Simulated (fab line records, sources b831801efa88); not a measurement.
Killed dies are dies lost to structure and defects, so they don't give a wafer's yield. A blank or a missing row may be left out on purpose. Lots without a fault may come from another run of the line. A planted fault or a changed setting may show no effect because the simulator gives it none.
Which tool did it? | flow gf180mcu | 12 lots, 34 wafers sampled, at 8 steps of a route of 602

WHAT THE GAUGES READ, wafer by wafer
GF_VT_IMPLANT_TW_MEAS_10. Usual: VT_IMPLANT_TW 568, standard deviation 3.4.
lot  | measured     | on            | VT_IMPLANT_TW | flag
L797 | day 5 19:26  | film_metro-01 | 564 564 565   |
L798 | day 6 08:28  | film_metro-01 | 566 571 566   |
L799 | day 6 16:41  | film_metro-02 | 569 570 567   |
L801 | day 6 22:33  | film_metro-02 | 567 568 567   |
L802 | day 7 03:30  | film_metro-01 | 570 567 570   |
L803 | day 7 12:23  | film_metro-01 | 569 569 570   |
L807 | day 8 11:31  | film_metro-02 | 570 705       | OFF
L809 | day 9 00:32  | film_metro-01 | 711 712       | OFF
L813 | day 10 01:08 | film_metro-02 | 563 566 566   |
L814 | day 10 06:00 | film_metro-01 | 571 571 570   |
L815 | day 10 16:08 | film_metro-02 | 568 564 565   |
L817 | day 10 22:19 | film_metro-01 | 577 575 573   |

GF_VT_IMPLANT_TW_MEAS_21. Usual: VT_IMPLANT_2_TW 1222, standard deviation 8.2.
lot  | measured     | on            | VT_IMPLANT_2_TW | flag
L797 | day 6 10:25  | film_metro-01 | 1223 1226 1227  |
L798 | day 6 23:47  | film_metro-02 | 1218 1210 1226  |
L799 | day 7 08:25  | film_metro-02 | 1218 1219 1218  |
L801 | day 7 13:47  | film_metro-01 | 1225 1229 1220  |
L802 | day 7 19:29  | film_metro-01 | 1230 1220 1227  |
L803 | day 8 04:56  | film_metro-01 | 1218 1219 1222  |
L807 | day 9 03:48  | film_metro-01 | 1229 1264       |
L809 | day 9 17:11  | film_metro-02 | 1249 1248       | OFF
L813 | day 10 19:08 | film_metro-01 | 1237 1236 1230  |
L814 | day 11 00:25 | film_metro-02 | 1213 1215 1211  |
L815 | day 11 10:50 | film_metro-02 | 1227 1217 1216  |
L817 | day 11 16:44 | film_metro-01 | 1234 1239 1234  |

GF_VT_IMPLANT_TW_MEAS_32. Usual: VT_IMPLANT_3_TW 271.0, standard deviation 2.
lot  | measured     | on            | VT_IMPLANT_3_TW   | flag
L797 | day 7 01:45  | film_metro-01 | 269.3 270.0 269.8 |
L798 | day 7 15:58  | film_metro-01 | 271.1 269.3 270.4 |
L799 | day 8 00:19  | film_metro-01 | 267.3 268.3 268.0 |
L801 | day 8 06:28  | film_metro-02 | 271.0 269.2 270.4 |
L802 | day 8 11:51  | film_metro-01 | 269.1 268.5 267.1 |
L803 | day 8 21:23  | film_metro-01 | 271.5 269.3 267.3 |
L807 | day 9 21:07  | film_metro-01 | 270.8 587.5       | OFF
L809 | day 10 10:19 | film_metro-02 | 578.5 577.5       | OFF
L813 | day 11 13:58 | film_metro-01 | 274.4 272.5 272.1 |
L814 | day 11 19:35 | film_metro-02 | 269.5 270.1 269.9 |
L815 | day 12 05:10 | film_metro-01 | 271.6 272.5 273.4 |
L817 | day 12 12:09 | film_metro-01 | 274.3 272.5 274.6 |

GF_HV_LDD_THK_MEAS_55. Usual: HV_LDD_CVD_54_THK 9.97 nm, standard deviation 0.12.
lot  | measured     | on            | HV_LDD_CVD_54_THK (nm) | flag
L797 | day 12 16:53 | film_metro-02 | 9.89 9.99 10.01        |
L798 | day 13 11:01 | film_metro-02 | 9.99 10.00 9.89        |
L799 | day 13 20:28 | film_metro-02 | 9.91 9.78 9.84         |
L801 | day 14 03:46 | film_metro-03 | 9.98 10.05 9.96        |
L802 | day 14 11:19 | film_metro-02 | 9.89 10.05 9.96        |
L803 | day 14 20:30 | film_metro-02 | 9.76 10.01 9.96        |
L807 | day 16 00:31 | film_metro-02 | 10.07 10.05            |
L809 | day 16 20:01 | film_metro-02 | 10.15 10.30            |
L813 | day 18 03:28 | film_metro-02 | 9.99 9.98 9.85         |
L814 | day 18 09:55 | film_metro-03 | 10.03 10.03 9.96       |
L815 | day 18 22:42 | film_metro-02 | 9.95 10.00 10.13       |
L817 | day 19 09:50 | film_metro-04 | 10.13 10.21 10.18      |

GF_CONTACT_OVL_MEAS_15. Usual: CONTACT_OVL -3 nm, standard deviation 6.4.
lot  | measured     | on         | CONTACT_OVL (nm) | flag
L797 | day 16 09:19 | overlay-01 | 0 -4 4           |
L798 | day 17 05:25 | overlay-02 | 6 4 0            |
L799 | day 17 15:58 | overlay-02 | -3 -3 1          |
L801 | day 18 00:31 | overlay-01 | 1 0 -5           |
L802 | day 18 09:02 | overlay-02 | -9 -9 -7         |
L803 | day 18 19:40 | overlay-01 | -11 -12 -7       |
L807 | day 20 03:31 | overlay-01 | -15 -10          |
L809 | day 21 01:34 | overlay-02 | -6 0             |
L813 | day 22 06:52 | overlay-02 | 5 4 2            |
L814 | day 22 13:57 | overlay-02 | -4 -6 -7         |
L815 | day 23 02:01 | overlay-01 | -10 -8 -11       |
L817 | day 23 12:32 | overlay-02 | -9 -8 -9         |

WHICH TOOL RAN EACH LOT (tool, then ch and the chambers of the sampled wafers, then the start)
lot  | GF_MVPSD_COAT_02                 | GF_MVPSD_STRIP_10                    | GF_CONTACT_CVD_02
L797 | litho_track-04 ch 0, day 4 22:00 | plasma_asher-02 ch 0,1, day 5 05:03  | pecvd-02 ch 0,1,2, day 15 10:25
L798 | litho_track-03 ch 0, day 5 10:52 | plasma_asher-02 ch 0,1, day 5 18:16  | pecvd-03 ch 1,2, day 16 05:39
L799 | litho_track-04 ch 0, day 5 18:15 | plasma_asher-04 ch 0,1, day 6 01:58  | pecvd-02 ch 0,1,2, day 16 16:26
L801 | litho_track-04 ch 0, day 5 23:32 | plasma_asher-02 ch 0,1, day 6 07:29  | pecvd-03 ch 0,2, day 17 00:29
L802 | litho_track-04 ch 0, day 6 04:14 | plasma_asher-02 ch 0, day 6 12:13    | pecvd-03 ch 0,1, day 17 08:37
L803 | litho_track-02 ch 0, day 6 12:34 | plasma_asher-01 ch 0,1, day 6 20:58  | pecvd-03 ch 0,2, day 17 19:07
L807 | litho_track-04 ch 0, day 7 10:19 | plasma_asher-04 ch 1, day 7 18:52    | pecvd-02 ch 1, day 19 02:19
L809 | litho_track-04 ch 0, day 7 22:45 | plasma_asher-04 ch 0,1, day 8 07:33  | pecvd-01 ch 0,1, day 20 00:49
L813 | litho_track-02 ch 0, day 8 22:44 | plasma_asher-04 ch 0,1, day 9 07:47  | pecvd-02 ch 0,1, day 21 06:55
L814 | litho_track-03 ch 0, day 9 04:08 | plasma_asher-04 ch 0,1, day 9 12:55  | pecvd-03 ch 0,2, day 21 14:31
L815 | litho_track-02 ch 0, day 9 13:19 | plasma_asher-01 ch 0,1, day 9 22:32  | pecvd-02 ch 0,2, day 22 02:51
L817 | litho_track-03 ch 0, day 9 19:14 | plasma_asher-04 ch 0,1, day 10 04:14 | pecvd-02 ch 0,2, day 22 13:17
- GF_MVPSD_COAT_02: resist thk 3000 nm.
- GF_MVPSD_STRIP_10: strips in O2/N2.
- GF_CONTACT_CVD_02: deposits SiO2 from TEOS, target thk 860 nm, time 95.992 s.

WHAT THE TOOLS THEMSELVES READ (means of the sampled wafers that have a number; where no wafer has one, the mark that the record gives instead)
GF_MVPSD_COAT_02. Usual: exhaust_pa 45.1 Pa, standard deviation 0.81.
lot  | tool           | exhaust_pa (Pa) | flag
L797 | litho_track-04 | 45.7            |
L798 | litho_track-03 | 44.9            |
L799 | litho_track-04 | 44.2            |
L801 | litho_track-04 | 45.9            |
L802 | litho_track-04 | 45.4            |
L803 | litho_track-02 | 45.1            |
L807 | litho_track-04 | 45.8            |
L809 | litho_track-04 | 45.0            |
L813 | litho_track-02 | 44.0            |
L814 | litho_track-03 | 45.6            |
L815 | litho_track-02 | 45.5            |
L817 | litho_track-03 | 44.9            |

GF_MVPSD_STRIP_10. Usual: drypump_motor_current_A 5.7 A, standard deviation 0.32; heater_power_w 348 W, standard deviation 52; oes_product_au 0.722 a.u., standard deviation 0.0045; strip_time_to_endpoint_s 36.95 s, standard deviation 0.094.
lot  | tool            | drypump_motor_current_A (A) | heater_power_w (W) | oes_product_au (a.u.) | strip_time_to_endpoint_s (s) | flag
L797 | plasma_asher-02 | 5.6                         | 320                | 0.724                 | 36.91                        |
L798 | plasma_asher-02 | 5.5                         | 317                | 0.721                 | 36.95                        |
L799 | plasma_asher-04 | 5.5                         | 333                | 0.721                 | 37.05                        |
L801 | plasma_asher-02 | 5.5                         | 317                | 0.725                 | 37.01                        |
L802 | plasma_asher-02 | 6.0                         | 304                | 0.710                 | 37.06                        |
L803 | plasma_asher-01 | 5.8                         | 427                | 0.720                 | 36.91                        |
L807 | plasma_asher-04 | 5.4                         | 382                | 0.595                 | 21.32                        | OFF
L809 | plasma_asher-04 | 5.5                         | 347                | 0.468                 | 5.60                         | OFF
L813 | plasma_asher-04 | 5.6                         | 340                | 0.724                 | 36.85                        |
L814 | plasma_asher-04 | 5.5                         | 362                | 0.722                 | 37.03                        |
L815 | plasma_asher-01 | 6.0                         | 384                | 0.721                 | 37.13                        |
L817 | plasma_asher-04 | 5.5                         | 361                | 0.721                 | 37.02                        |

GF_CONTACT_CVD_02. Usual: heater_power_w 657 W, standard deviation 79.
lot  | tool     | heater_power_w (W) | flag
L797 | pecvd-02 | 649                |
L798 | pecvd-03 | 720                |
L799 | pecvd-02 | 564                |
L801 | pecvd-03 | 677                |
L802 | pecvd-03 | 677                |
L803 | pecvd-03 | 711                |
L807 | pecvd-02 | 524                |
L809 | pecvd-01 | 626                |
L813 | pecvd-02 | 599                |
L814 | pecvd-03 | 655                |
L815 | pecvd-02 | 659                |
L817 | pecvd-02 | 660                |

THE ANSWER, worked out from the rows above alone
Rule: a lot is off if the mean of its wafers that have a number lies more than 3 standard deviations from the usual mean. A lot without any number at a reading at which 4 lots or more have one is off too. The other lots that the step has rows for count as sound. The gauges are gone through in route order, then the tools' own readings, and for those a lot's mean is taken as printed above. The first step at which some lot is off is used, and at that step the reading that is off furthest; a lot without a number counts as furthest.
Off: L807, L809, at GF_VT_IMPLANT_TW_MEAS_10 (VT_IMPLANT_TW).
A tool fits if, at a process step before that reading, it ran every lot that is off, and no sound lot after the first of them. The gauges at GF_VT_IMPLANT_TW_MEAS_10 aren't tried: what is off there is off at GF_MVPSD_STRIP_10 too, on other tools, and a gauge's error can't cause that. One fits: litho_track-04 at GF_MVPSD_COAT_02. Its last sound lot is L802 (day 6 04:14), its first lot that is off L807 (day 7 10:19): a fault that began between those two fits.

WHAT THE SIMULATOR HAD PUT IN
Process parameter drift: litho_track-04, from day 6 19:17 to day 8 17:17, at GF_MVPSD_COAT_02. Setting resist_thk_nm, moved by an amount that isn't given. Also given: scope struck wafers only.
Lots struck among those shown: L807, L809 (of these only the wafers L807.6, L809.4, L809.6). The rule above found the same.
